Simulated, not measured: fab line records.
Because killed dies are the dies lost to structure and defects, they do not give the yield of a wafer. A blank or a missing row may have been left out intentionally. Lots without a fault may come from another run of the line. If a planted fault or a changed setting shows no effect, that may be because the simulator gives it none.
fab line records ; flow sky130
[record] lots = 13; wafers = 37; last_day = 50
route steps=708 shown CAP2M@606 METAL4@634 METAL5@661
lots that met no fault: from a run of the same line without faults
start_h: start of the lot's first displayed wafer, in hours after the record's first day ; wait_h: hours from the lot's prior step to this one ; " the same as in the row above ; L1.1+2: several wafers, shown together as one row ; - no value, or no start was given ; * or withheld: withheld ; < > ~ a bound
route shown NAME@n: a module of which the file shows steps, and the number in the route of the first ; usual: mean/standard deviation of fault-free wafers ; same: alike in all rows ; chamber/n: place in a boat ; sites: each site's reading ; _std_site: the values' standard deviation ; _edge_site: the outer-site mean with the inner-site mean subtracted ; radius_mm: for every site, how far away it sits from the centre of the wafer ; mask NAME#n: copy n ; behind: the most recent tool/chamber to have shaped the wafer ; hold: why the lot went on hold/how many hours it stayed there/how the hold came to an end ; device: whichever transistor did not switch (one of n, p or np) ; end of line: tests of these same wafers at the route's end ; a step without rows: its recipe alone ; killed: at the first sort, the dies lost to defects and structure; wafer yield is something else ; map: a wafer's dies, x killed, . not, _ none there
set.NAME: the setting the step ran with; set.NAME@STEP: the setting that earlier step ran with ; model.NAME: the simulator's own value behind a step, which no gauge read
one table for each step of the route and one row for each wafer, over a sample of lots
services: when a tool's chamber went out of use (start_h, in hours from the record's first day, below 0 if earlier), for how many hours, and the reason
[[steps]]
[step SKY_CAP2M_RS_MEAS_03]
[recipe] thk_meas_gauge = four-point-probe; reads = TiN_of_CAP2M_SPUTTER_02
[usual] CAP2M_TIN_RS = 6.93/0.078
lot.wafer;tool;chamber;start_h;wait_h;CAP2M_TIN_RS[ohm/sq]
L901.2;film_metro-01;-;921.05;0.1;6.93
L901.3;film_metro-01;-;921.05;0.1;6.87
L901.5;film_metro-01;-;921.05;0.1;6.89
L902.1;film_metro-02;-;941.38;0.1;7.06
L902.4;film_metro-02;-;941.38;0.1;6.96
L902.6;film_metro-02;-;941.38;0.1;7.01
L903.1;film_metro-04;-;941.83;0.1;6.89
L903.2;film_metro-04;-;941.83;0.1;6.93
L903.3;film_metro-04;-;941.83;0.1;6.90
L906.3;film_metro-04;-;984.73;0.1;6.91
L906.5;film_metro-04;-;984.73;0.1;6.97
L909.3;film_metro-02;-;994.82;0.1;7.09
L909.5;film_metro-02;-;994.82;0.1;7.04
L911.2;film_metro-01;-;1012.80;0.1;6.80
L911.3;film_metro-01;-;1012.80;0.1;6.80
L911.5;film_metro-01;-;1012.80;0.1;6.78
L914.1;film_metro-02;-;1020.73;0.1;6.99
L914.4;film_metro-02;-;1020.73;0.1;7.05
L914.6;film_metro-02;-;1020.73;0.1;7.01
L915.3;film_metro-04;-;1024.85;0.1;6.89
L915.4;film_metro-04;-;1024.85;0.1;6.86
L915.6;film_metro-04;-;1024.85;0.1;6.83
L919.1;film_metro-04;-;1048.02;0.1;7.00
L919.2;film_metro-04;-;1048.02;0.1;6.97
L919.3;film_metro-04;-;1048.02;0.1;7.02
L921.3;film_metro-02;-;1069.05;0.1;7.04
L921.4;film_metro-02;-;1069.05;0.1;7.03
L921.5;film_metro-02;-;1069.05;0.1;7.00
L922.1;film_metro-02;-;1073.35;0.1;6.97
L922.3;film_metro-02;-;1073.35;0.1;7.04
L922.4;film_metro-02;-;1073.35;0.1;6.96
L923.2;film_metro-04;-;1078.11;0.1;7.01
L923.3;film_metro-04;-;1078.11;0.1;6.98
L923.4;film_metro-04;-;1078.11;0.1;7.00
L924.2;film_metro-02;-;1081.60;0.1;6.84
L924.5;film_metro-02;-;1081.60;0.1;6.76
L924.6;film_metro-02;-;1081.60;0.1;6.91
[step SKY_METAL4_METAL_ETCH_18]
[recipe] target_depth_a = 8450; stop_on = SiO2; over_etch_frac = 0.3; time_s = 183.1; chemistry = Cl2/BCl3; resist_sidewall_deg = 88; pressure_mtorr = 10; icp_w = 900; bias_w = 48.5; Cl2_flow_sccm = 60; bcl3_flow_sccm = 30
[usual] bcl3_flow_sccm = 30.01/0.083; drypump_motor_current_A = 5.9/0.45; oes_product_au = 0.869/0.0056; throttle_valve_pct = 22.265/0.0087
lot.wafer;tool;chamber;start_h;wait_h;bcl3_flow_sccm;drypump_motor_current_A;oes_product_au;rf_hours_counter_h;throttle_valve_pct
L901.2;rie_metal-02;1;970.88;0.0;29.85;6.3;0.868;7;22.278
L901.3;rie_metal-02;0;970.88;0.0;30.06;5.6;0.869;-;22.278
L901.5;rie_metal-02;1;970.88;0.0;29.85;6.3;0.872;-;22.248
L902.1;rie_metal-02;1;990.29;0.0;30.14;6.4;0.870;8;22.267
L902.4;rie_metal-02;0;990.29;0.0;30.08;5.6;0.870;-;22.276
L902.6;rie_metal-02;1;990.29;0.0;30.04;6.4;0.870;-;22.269
L903.1;rie_metal-02;0;990.70;0.0;30.06;5.6;0.869;12;22.262
L903.2;rie_metal-02;1;990.70;0.0;29.98;6.4;0.869;8;22.259
L903.3;rie_metal-02;0;990.70;0.0;30.05;5.6;0.875;-;22.276
L906.3;rie_metal-01;1;1031.82;0.1;30.04;5.8;0.878;-;22.256
L906.5;rie_metal-01;0;1031.82;0.1;30.08;5.8;0.870;-;22.252
L909.3;rie_metal-03;1;1040.96;0.1;30.03;5.1;0.865;-;22.252
L909.5;rie_metal-03;1;1040.96;0.1;29.93;5.1;0.861;-;22.273
L911.2;rie_metal-03;0;1059.64;0.0;30.06;6.6;0.871;2;22.253
L911.3;rie_metal-03;1;1059.64;0.0;30.08;5.1;0.862;-;22.263
L911.5;rie_metal-03;0;1059.64;0.0;30.10;6.6;0.867;-;22.258
L914.1;rie_metal-03;0;1065.38;0.0;29.93;6.6;0.870;2;22.270
L914.4;rie_metal-03;1;1065.38;0.0;30.07;5.1;0.874;-;22.277
L914.6;rie_metal-03;1;1065.38;0.0;29.95;5.1;0.861;-;22.268
L915.3;rie_metal-02;0;1070.15;0.1;29.95;5.7;0.865;-;22.268
L915.4;rie_metal-02;1;1070.15;0.1;29.96;6.3;0.869;-;22.271
L915.6;rie_metal-02;1;1070.15;0.1;29.94;6.3;0.869;-;22.262
L919.1;rie_metal-03;1;1091.70;0.0;29.96;5.1;0.876;13;22.271
L919.2;rie_metal-03;0;1091.70;0.0;30.05;6.6;0.872;4;22.266
L919.3;rie_metal-03;0;1091.70;0.0;30.10;6.6;0.866;-;22.274
L921.3;rie_metal-02;0;1111.45;0.1;30.04;5.6;0.876;-;22.276
L921.4;rie_metal-02;1;1111.45;0.1;29.99;6.3;0.866;-;22.263
L921.5;rie_metal-02;0;1111.45;0.1;30.07;5.6;0.871;-;22.271
L922.1;rie_metal-03;1;1114.89;0.0;29.92;5.1;0.873;15;22.250
L922.3;rie_metal-03;1;1114.89;0.0;29.90;5.1;0.869;-;22.257
L922.4;rie_metal-03;0;1114.89;0.0;30.11;6.6;0.865;-;22.283
L923.2;rie_metal-01;0;1119.33;0.0;29.81;5.8;0.862;26;22.272
L923.3;rie_metal-01;1;1119.33;0.0;30.00;5.8;0.871;-;22.260
L923.4;rie_metal-01;0;1119.33;0.0;29.96;5.9;0.870;-;22.261
L924.2;rie_metal-03;0;1122.64;0.0;29.82;6.6;0.872;7;22.273
L924.5;rie_metal-03;0;1122.64;0.0;29.94;6.6;0.869;-;22.271
L924.6;rie_metal-03;1;1122.64;0.0;30.05;5.1;0.874;-;22.267
[step SKY_METAL5_SPUTTER_00]
[recipe] material = Ti; target_thk_nm = 15; power_w = 3000; time_s = 10; chamber_pressure_pa = 0.4
[usual] throttle_valve_pct = 30.1/1.1
lot.wafer;tool;chamber;start_h;wait_h;throttle_valve_pct
L901.2;pvd_sputter-03;-;997.33;0.1;31.9
L901.3;pvd_sputter-03;-;997.33;0.1;29.7
L901.5;pvd_sputter-03;-;997.33;0.1;29.9
L902.1;pvd_sputter-04;-;1015.96;0.1;31.2
L902.4;pvd_sputter-04;-;1015.96;0.1;28.7
L902.6;pvd_sputter-04;-;1015.96;0.1;28.4
L903.1;pvd_sputter-01;-;1016.26;0.2;30.5
L903.2;pvd_sputter-01;-;1016.26;0.2;28.3
L903.3;pvd_sputter-01;-;1016.26;0.2;30.6
L906.3;pvd_sputter-03;-;1057.35;0.1;30.7
L906.5;pvd_sputter-03;-;1057.35;0.1;29.9
L909.3;pvd_sputter-03;-;1065.28;0.1;30.7
L909.5;pvd_sputter-03;-;1065.28;0.1;29.8
L911.2;pvd_sputter-03;-;1083.58;0.1;31.5
L911.3;pvd_sputter-03;-;1083.58;0.1;28.6
L911.5;pvd_sputter-03;-;1083.58;0.1;29.8
L914.1;pvd_sputter-01;-;1089.60;0.1;30.6
L914.4;pvd_sputter-01;-;1089.60;0.1;30.4
L914.6;pvd_sputter-01;-;1089.60;0.1;29.6
L915.3;pvd_sputter-01;-;1093.76;0.1;30.4
L915.4;pvd_sputter-01;-;1093.76;0.1;30.5
L915.6;pvd_sputter-01;-;1093.76;0.1;30.3
L919.1;pvd_sputter-04;-;1115.37;0.2;31.5
L919.2;pvd_sputter-04;-;1115.37;0.2;28.7
L919.3;pvd_sputter-04;-;1115.37;0.2;31.4
L921.3;pvd_sputter-03;-;1134.73;0.2;31.6
L921.4;pvd_sputter-03;-;1134.73;0.2;28.7
L921.5;pvd_sputter-03;-;1134.73;0.2;30.7
L922.1;pvd_sputter-03;-;1137.11;0.1;29.0
L922.3;pvd_sputter-03;-;1137.11;0.1;31.5
L922.4;pvd_sputter-03;-;1137.11;0.1;31.4
L923.2;pvd_sputter-04;-;1141.85;0.2;31.5
L923.3;pvd_sputter-04;-;1141.85;0.2;28.3
L923.4;pvd_sputter-04;-;1141.85;0.2;28.9
L924.2;pvd_sputter-01;-;1144.74;0.1;30.5
L924.5;pvd_sputter-01;-;1144.74;0.1;29.8
L924.6;pvd_sputter-01;-;1144.74;0.1;27.9
[step SKY_METAL5_SPUTTER_02]
[recipe] material = AlCu; target_thk_nm = 1150; power_w = 10600; time_s = 61.2; chamber_pressure_pa = 0.4
[usual] throttle_valve_pct = 30.1/1.1
lot.wafer;tool;chamber;start_h;wait_h;throttle_valve_pct
L901.2;pvd_sputter-03;-;997.38;0.0;31.3
L901.3;pvd_sputter-03;-;997.38;0.0;30.1
L901.5;pvd_sputter-03;-;997.38;0.0;29.8
L902.1;pvd_sputter-04;-;1016.01;0.0;31.5
L902.4;pvd_sputter-04;-;1016.01;0.0;28.9
L902.6;pvd_sputter-04;-;1016.01;0.0;28.5
L903.1;pvd_sputter-01;-;1016.31;0.0;30.4
L903.2;pvd_sputter-01;-;1016.31;0.0;28.1
L903.3;pvd_sputter-01;-;1016.31;0.0;30.6
L906.3;pvd_sputter-03;-;1057.40;0.0;30.8
L906.5;pvd_sputter-03;-;1057.40;0.0;30.1
L909.3;pvd_sputter-03;-;1065.32;0.0;30.9
L909.5;pvd_sputter-03;-;1065.32;0.0;29.7
L911.2;pvd_sputter-03;-;1083.63;0.0;31.5
L911.3;pvd_sputter-03;-;1083.63;0.0;28.7
L911.5;pvd_sputter-03;-;1083.63;0.0;29.7
L914.1;pvd_sputter-01;-;1089.65;0.0;30.2
L914.4;pvd_sputter-01;-;1089.65;0.0;30.3
L914.6;pvd_sputter-01;-;1089.65;0.0;29.9
L915.3;pvd_sputter-01;-;1093.81;0.0;30.7
L915.4;pvd_sputter-01;-;1093.81;0.0;30.6
L915.6;pvd_sputter-01;-;1093.81;0.0;30.4
L919.1;pvd_sputter-04;-;1115.42;0.0;31.7
L919.2;pvd_sputter-04;-;1115.42;0.0;28.7
L919.3;pvd_sputter-04;-;1115.42;0.0;31.2
L921.3;pvd_sputter-03;-;1134.78;0.0;31.9
L921.4;pvd_sputter-03;-;1134.78;0.0;28.7
L921.5;pvd_sputter-03;-;1134.78;0.0;30.6
L922.1;pvd_sputter-03;-;1137.16;0.0;28.7
L922.3;pvd_sputter-03;-;1137.16;0.0;31.3
L922.4;pvd_sputter-03;-;1137.16;0.0;31.4
L923.2;pvd_sputter-04;-;1141.90;0.0;31.3
L923.3;pvd_sputter-04;-;1141.90;0.0;28.4
L923.4;pvd_sputter-04;-;1141.90;0.0;28.6
L924.2;pvd_sputter-01;-;1144.79;0.0;30.2
L924.5;pvd_sputter-01;-;1144.79;0.0;29.9
L924.6;pvd_sputter-01;-;1144.79;0.0;27.9
[step SKY_METAL5_RS_MEAS_05]
[recipe] thk_meas_gauge = four-point-probe; reads = TiN_of_METAL5_SPUTTER_04+Ti_of_METAL5_SPUTTER_03+AlCu_of_METAL5_SPUTTER_02+TiN_of_METAL5_SPUTTER_01+Ti_of_METAL5_SPUTTER_00
[usual] METAL5_ALCU_RS = 0.02706/0.00027
lot.wafer;tool;chamber;start_h;wait_h;METAL5_ALCU_RS[ohm/sq]
L901.2;film_metro-04;-;997.52;0.0;0.02719
L901.3;film_metro-04;-;997.52;0.0;0.02722
L901.5;film_metro-04;-;997.52;0.0;0.02739
L902.1;film_metro-03;-;1016.13;0.0;0.02676
L902.4;film_metro-03;-;1016.13;0.0;0.02631
L902.6;film_metro-03;-;1016.13;0.0;0.02665
L903.1;film_metro-03;-;1016.43;0.0;0.02701
L903.2;film_metro-03;-;1016.43;0.0;0.02692
L903.3;film_metro-03;-;1016.43;0.0;0.02714
L906.3;film_metro-02;-;1057.56;0.1;0.02689
L906.5;film_metro-02;-;1057.56;0.1;0.0175
L909.3;film_metro-04;-;1065.48;0.1;0.0272
L909.5;film_metro-04;-;1065.48;0.1;0.01765
L911.2;film_metro-04;-;1083.77;0.0;0.01774
L911.3;film_metro-04;-;1083.77;0.0;0.0272
L911.5;film_metro-04;-;1083.77;0.0;0.01754
L914.1;film_metro-04;-;1089.77;0.0;0.02752
L914.4;film_metro-04;-;1089.77;0.0;0.02737
L914.6;film_metro-04;-;1089.77;0.0;0.02715
L915.3;film_metro-04;-;1093.97;0.1;0.0272
L915.4;film_metro-04;-;1093.97;0.1;0.02719
L915.6;film_metro-04;-;1093.97;0.1;0.0271
L919.1;film_metro-02;-;1115.54;0.0;0.02723
L919.2;film_metro-02;-;1115.54;0.0;0.02738
L919.3;film_metro-02;-;1115.54;0.0;0.02722
L921.3;film_metro-04;-;1134.94;0.1;0.02762
L921.4;film_metro-04;-;1134.94;0.1;0.02745
L921.5;film_metro-04;-;1134.94;0.1;0.02752
L922.1;film_metro-04;-;1137.28;0.0;0.02705
L922.3;film_metro-04;-;1137.28;0.0;0.02712
L922.4;film_metro-04;-;1137.28;0.0;0.02714
L923.2;film_metro-04;-;1142.04;0.0;0.02688
L923.3;film_metro-04;-;1142.04;0.0;0.02717
L923.4;film_metro-04;-;1142.04;0.0;0.02699
L924.2;film_metro-02;-;1144.93;0.0;0.02681
L924.5;film_metro-02;-;1144.93;0.0;0.02675
L924.6;film_metro-02;-;1144.93;0.0;0.02676
[step SKY_METAL5_THK_MEAS_06]
[recipe] thk_meas_gauge = xrf; reads = AlCu_of_METAL5_SPUTTER_02
[usual] METAL5_ALCU_THK = 1171/13
lot.wafer;tool;chamber;start_h;wait_h;METAL5_ALCU_THK[nm]
L901.2;film_metro-04;-;997.63;0.1;1159
L901.3;film_metro-04;-;997.63;0.1;1153
L901.5;film_metro-04;-;997.63;0.1;1149
L902.1;film_metro-03;-;1016.25;0.1;1180
L902.4;film_metro-03;-;1016.25;0.1;1196
L902.6;film_metro-03;-;1016.25;0.1;1186
L903.1;film_metro-03;-;1016.55;0.1;1177
L903.2;film_metro-03;-;1016.55;0.1;1178
L903.3;film_metro-03;-;1016.55;0.1;1173
L906.3;film_metro-02;-;1057.66;0.1;1178
L906.5;film_metro-02;-;1057.66;0.1;1816
L909.3;film_metro-04;-;1065.58;0.1;1157
L909.5;film_metro-04;-;1065.58;0.1;1793
L911.2;film_metro-04;-;1083.88;0.1;1781
L911.3;film_metro-04;-;1083.88;0.1;1162
L911.5;film_metro-04;-;1083.88;0.1;1811
L914.1;film_metro-04;-;1089.89;0.1;1149
L914.4;film_metro-04;-;1089.89;0.1;1150
L914.6;film_metro-04;-;1089.89;0.1;1162
L915.3;film_metro-04;-;1094.07;0.1;1167
L915.4;film_metro-04;-;1094.07;0.1;1160
L915.6;film_metro-04;-;1094.07;0.1;1166
L919.1;film_metro-02;-;1115.66;0.1;1167
L919.2;film_metro-02;-;1115.66;0.1;1153
L919.3;film_metro-02;-;1115.66;0.1;1158
L921.3;film_metro-04;-;1135.04;0.1;1144
L921.4;film_metro-04;-;1135.04;0.1;1152
L921.5;film_metro-04;-;1135.04;0.1;1144
L922.1;film_metro-04;-;1137.40;0.1;1176
L922.3;film_metro-04;-;1137.40;0.1;1166
L922.4;film_metro-04;-;1137.40;0.1;1161
L923.2;film_metro-04;-;1142.15;0.1;1179
L923.3;film_metro-04;-;1142.15;0.1;1171
L923.4;film_metro-04;-;1142.15;0.1;1172
L924.2;film_metro-02;-;1145.04;0.1;1183
L924.5;film_metro-02;-;1145.04;0.1;1184
L924.6;film_metro-02;-;1145.04;0.1;1187
[step SKY_METAL5_METAL_ETCH_15]
[recipe] target_depth_a = 12600; stop_on = SiO2; over_etch_frac = 0.2; time_s = 252; chemistry = Cl2/BCl3; resist_sidewall_deg = 86; pressure_mtorr = 10; icp_w = 900; bias_w = 48.5; Cl2_flow_sccm = 60; bcl3_flow_sccm = 30
[usual] bcl3_flow_sccm = 30.00/0.093; drypump_motor_current_A = 5.9/0.53; oes_product_au = 0.893/0.0046; throttle_valve_pct = 22.263/0.01
lot.wafer;tool;chamber;start_h;wait_h;bcl3_flow_sccm;drypump_motor_current_A;oes_product_au;rf_hours_counter_h;throttle_valve_pct
L901.2;rie_metal-01;0;1020.30;0.0;30.00;5.8;0.881;17;22.265
L901.3;rie_metal-01;0;1020.30;0.0;30.02;5.9;0.897;-;22.257
L901.5;rie_metal-01;1;1020.30;0.0;30.00;5.8;0.897;-;22.264
L902.1;rie_metal-03;1;1038.28;0.0;29.92;5.1;0.891;8;22.256
L902.4;rie_metal-03;0;1038.28;0.0;30.00;6.6;0.892;-;22.264
L902.6;rie_metal-03;1;1038.28;0.0;30.10;5.1;0.902;-;22.255
L903.1;rie_metal-01;1;1038.45;0.0;29.93;5.8;0.891;22;22.254
L903.2;rie_metal-01;0;1038.45;0.0;30.08;5.9;0.894;18;22.250
L903.3;rie_metal-01;0;1038.45;0.0;29.94;5.8;0.898;-;22.263
L906.3;rie_metal-01;0;1078.02;0.1;29.95;5.8;0.898;-;22.271
L906.5;rie_metal-01;0;1078.02;0.1;29.98;5.9;1.005;-;22.250
L909.3;rie_metal-04;1;1086.02;0.1;29.94;6.4;0.888;-;22.258
L909.5;rie_metal-04;0;1086.02;0.1;30.01;5.6;1.008;-;22.254
L911.2;rie_metal-04;1;1103.56;0.0;30.01;6.5;0.998;22;22.247
L911.3;rie_metal-04;0;1103.56;0.0;30.05;5.6;0.890;-;22.267
L911.5;rie_metal-04;1;1103.56;0.0;30.00;6.5;1.006;-;22.265
L914.1;rie_metal-01;1;1110.13;0.0;29.95;5.8;0.900;3;22.267
L914.4;rie_metal-01;1;1110.13;0.0;29.97;5.8;0.900;-;22.265
L914.6;rie_metal-01;1;1110.13;0.0;29.91;5.8;0.890;-;22.249
L915.3;rie_metal-03;0;1113.49;0.1;30.01;6.6;0.886;-;22.242
L915.4;rie_metal-03;1;1113.49;0.1;30.02;5.1;0.895;-;22.249
L915.6;rie_metal-03;0;1113.49;0.1;30.05;6.6;0.894;-;22.263
L919.1;rie_metal-04;0;1135.05;0.0;29.80;5.6;0.890;6;22.279
L919.2;rie_metal-04;1;1135.05;0.0;30.02;6.5;0.888;25;22.265
L919.3;rie_metal-04;0;1135.05;0.0;30.05;5.6;0.884;-;22.249
L921.3;rie_metal-03;1;1153.87;0.1;29.93;5.1;0.890;-;22.265
L921.4;rie_metal-03;0;1153.87;0.1;30.17;6.6;0.894;-;22.240
L921.5;rie_metal-03;0;1153.87;0.1;30.06;6.6;0.891;-;22.266
L922.1;rie_metal-03;0;1155.63;0.0;30.24;6.6;0.894;10;22.272
L922.3;rie_metal-03;1;1155.63;0.0;29.91;5.1;0.896;-;22.264
L922.4;rie_metal-03;0;1155.63;0.0;30.17;6.6;0.891;-;22.284
L923.2;rie_metal-01;0;1160.45;0.0;30.00;5.8;0.894;29;22.246
L923.3;rie_metal-01;0;1160.45;0.0;30.18;5.8;0.892;-;22.267
L923.4;rie_metal-01;1;1160.45;0.0;29.92;5.8;0.899;-;22.264
L924.2;rie_metal-03;1;1162.58;0.0;29.95;5.1;0.886;19;22.270
L924.5;rie_metal-03;1;1162.58;0.0;29.97;5.1;0.896;-;22.280
L924.6;rie_metal-03;0;1162.58;0.0;30.07;6.6;0.897;-;22.258
[[services]]
tool;chamber;start_h;hours;kind
rie_metal-02;1;962.79;3.4;repair
pvd_sputter-01;-;972.55;41.2;repair
pvd_sputter-03;2;985.36;-;consumable_replace:kit
pvd_sputter-03;2;985.36;18.0;scheduled_down
pvd_sputter-03;2;985.36;18.0;vent_cycle
pvd_sputter-03;-;999.96;16.8;repair
rie_metal-03;0;1014.80;-;clean
rie_metal-03;0;1014.80;17.2;scheduled_down
rie_metal-03;0;1014.80;17.2;vent_cycle
rie_metal-01;1;1039.55;-;clean
rie_metal-01;1;1039.55;27.8;scheduled_down
rie_metal-01;1;1039.55;27.8;vent_cycle
pvd_sputter-03;1;1068.82;-;consumable_replace:kit
pvd_sputter-03;1;1068.82;18.0;scheduled_down
pvd_sputter-03;1;1068.82;18.0;vent_cycle
pvd_sputter-01;1;1083.67;-;consumable_replace:kit
pvd_sputter-01;1;1083.67;18.0;scheduled_down
pvd_sputter-01;1;1083.67;18.0;vent_cycle
rie_metal-02;-;1107.00;0.5;repair
pvd_sputter-03;0;1132.56;-;consumable_replace:kit
pvd_sputter-03;0;1132.56;18.0;scheduled_down
pvd_sputter-03;0;1132.56;18.0;vent_cycle
pvd_sputter-04;-;1134.25;5.6;repair
pvd_sputter-04;-;1162.26;1.0;repair
[[key]]
[first_sign] step = SKY_METAL5_RS_MEAS_05; reading = METAL5_ALCU_RS; direction = down; sigmas = 35; usual = 0.02706; struck = 0.01761
[effect] step = SKY_METAL5_THK_MEAS_06; reading = METAL5_ALCU_THK; direction = up; sigmas = 48; usual = 1171; struck = 1800
[effect] step = SKY_METAL5_METAL_ETCH_15; reading = oes_product_au; direction = up; sigmas = 24; usual = 0.893; struck = 1.004
met_at SKY_METAL5_SPUTTER_02
struck_lots L906,L909,L911
struck_wafers L906.5,L909.5,L911.2,L911.5
later_rows_left_out L906.5,L909.5,L911.2,L911.5
sort_left_out L906.5,L909.5,L911.2,L911.5
not_acting_at SKY_CAP2M_RS_MEAS_03,SKY_METAL4_METAL_ETCH_18,SKY_METAL5_SPUTTER_00
onset_between 997.38 1057.40
[fault] kind = process_parameter_drift; tool = pvd_sputter-03; chamber = -; onset_h = 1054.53; steps = SKY_METAL5_SPUTTER_02; channel = target_thk_nm; offset = 620.69; shape = step; end_h = 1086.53; scope = struck_wafers_only; acts_in = these_recipes_only; stated = 1150
// sort_left_out: the simulated sort isn't trusted on such a fault, so these wafers' sort isn't shown, and their yield isn't known
// later_rows_left_out: the simulator's readings of these wafers behind a module that went badly wrong aren't trusted and aren't shown, but for the sort
